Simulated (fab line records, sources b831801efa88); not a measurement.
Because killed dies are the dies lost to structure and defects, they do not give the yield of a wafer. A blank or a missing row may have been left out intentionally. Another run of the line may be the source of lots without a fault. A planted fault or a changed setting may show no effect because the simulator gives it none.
Which tool did it? :: flow sky130 :: 11 lots, 33 wafers sampled, at 2 steps of a route of 708

== WHAT THE GAUGES SHOWED, per wafer ==
SKY_CAP2M_THK_MEAS_04: measures by xrf.
lot: L852
measured: day 39 16:55
on: filmMetro-04
CAP2M_TIN_THK (nm): 203.4 202.6 201.2

lot: L853
measured: day 39 18:10
on: filmMetro-01
CAP2M_TIN_THK (nm): 197.4 200.8 198.6

lot: L857
measured: day 41 05:50
on: filmMetro-03
CAP2M_TIN_THK (nm): 199.5 197.9 199.5

lot: L858
measured: day 41 12:13
on: filmMetro-04
CAP2M_TIN_THK (nm): 203.2 204.2 202.7

lot: L859
measured: day 42 00:55
on: filmMetro-04
CAP2M_TIN_THK (nm): 202.2 201.8 201.2

lot: L861
measured: day 42 13:42
on: filmMetro-04
CAP2M_TIN_THK (nm): 203.0 201.7 199.5

lot: L862
measured: day 42 23:35
on: filmMetro-01
CAP2M_TIN_THK (nm): 199.1 198.2 197.0

lot: L865
measured: day 43 17:23
on: filmMetro-01
CAP2M_TIN_THK (nm): 199.3 202.0 200.6

lot: L868
measured: day 44 11:10
on: filmMetro-01
CAP2M_TIN_THK (nm): 197.5 198.3 198.4

lot: L874
measured: day 46 14:05
on: filmMetro-04
CAP2M_TIN_THK (nm): 198.6 200.5 201.0

lot: L875
measured: day 46 15:47
on: filmMetro-03
CAP2M_TIN_THK (nm): 198.7 200.7 200.1

== WHAT TOOL EACH LOT RAN ON (gives the tool, then ch and the chambers of the sampled wafers, and finally the start) ==
lot: L852
SKY_VIA3_ETCH_15: rieDiel-02 ch 1,3, day 39 15:01

lot: L853
SKY_VIA3_ETCH_15: rieDiel-04 ch 0,1,2, day 39 16:14

lot: L857
SKY_VIA3_ETCH_15: rieDiel-03 ch 0,2, day 41 04:02

lot: L858
SKY_VIA3_ETCH_15: rieDiel-03 ch 1,2, day 41 10:25

lot: L859
SKY_VIA3_ETCH_15: rieDiel-02 ch 1,3, day 41 23:02

lot: L861
SKY_VIA3_ETCH_15: rieDiel-03 ch 0,1,2, day 42 11:55

lot: L862
SKY_VIA3_ETCH_15: rieDiel-04 ch 1,2,3, day 42 21:43

lot: L865
SKY_VIA3_ETCH_15: rieDiel-04 ch 1,3, day 43 15:04

lot: L868
SKY_VIA3_ETCH_15: rieDiel-04 ch 0,1, day 44 08:52

lot: L874
SKY_VIA3_ETCH_15: rieDiel-02 ch 0,1,2, day 46 12:14

lot: L875
SKY_VIA3_ETCH_15: rieDiel-04 ch 0,3, day 46 13:58
- SKY_VIA3_ETCH_15: etches SiO2 in C4F8/O2/Ar, stops on TiN, target depth 507 nm, time 78 s.

== WHAT THE TOOLS THEMSELVES READ (means of the sampled wafers that have a number; where no wafer has one, the mark that the record gives instead) ==
SKY_VIA3_ETCH_15.
lot: L852
tool: rieDiel-02
oesProductAu (a.u.): 0.947

lot: L853
tool: rieDiel-04
oesProductAu (a.u.): 0.945

lot: L857
tool: rieDiel-03
oesProductAu (a.u.): 0.949

lot: L858
tool: rieDiel-03
oesProductAu (a.u.): 0.945

lot: L859
tool: rieDiel-02
oesProductAu (a.u.): 0.944

lot: L861
tool: rieDiel-03
oesProductAu (a.u.): 0.950

lot: L862
tool: rieDiel-04
oesProductAu (a.u.): 0.952

lot: L865
tool: rieDiel-04
oesProductAu (a.u.): 0.945

lot: L868
tool: rieDiel-04
oesProductAu (a.u.): 0.946

lot: L874
tool: rieDiel-02
oesProductAu (a.u.): 0.945

lot: L875
tool: rieDiel-04
oesProductAu (a.u.): 0.947

== THE ANSWER, worked out from the rows above alone ==
Rule: usual is defined by the lots themselves. The widest of any qualifying gaps counts: lots, ordered by their means at a reading, are off when they make up no more than a third of the lots, leave a main group of 4 or more, and stand apart from it by 3 or more times the standard deviation of that group's means. Not used: any main group whose means are identical at the precision the tables above print for the reading. Also off: a lot with no number at a reading for which 4 or more lots have one. Any other lot the step has rows for is counted as sound. The gauges are gone through in route order, then the tools' own readings, and for those a lot's mean is taken as printed above. At the first step where some lot is off, the reading lying furthest off is the one used; lots without a number count as furthest.
No lot is off on any of the readings shown, so nothing can be concluded from this.

== WHAT WAS PUT IN BY THE SIMULATOR ==
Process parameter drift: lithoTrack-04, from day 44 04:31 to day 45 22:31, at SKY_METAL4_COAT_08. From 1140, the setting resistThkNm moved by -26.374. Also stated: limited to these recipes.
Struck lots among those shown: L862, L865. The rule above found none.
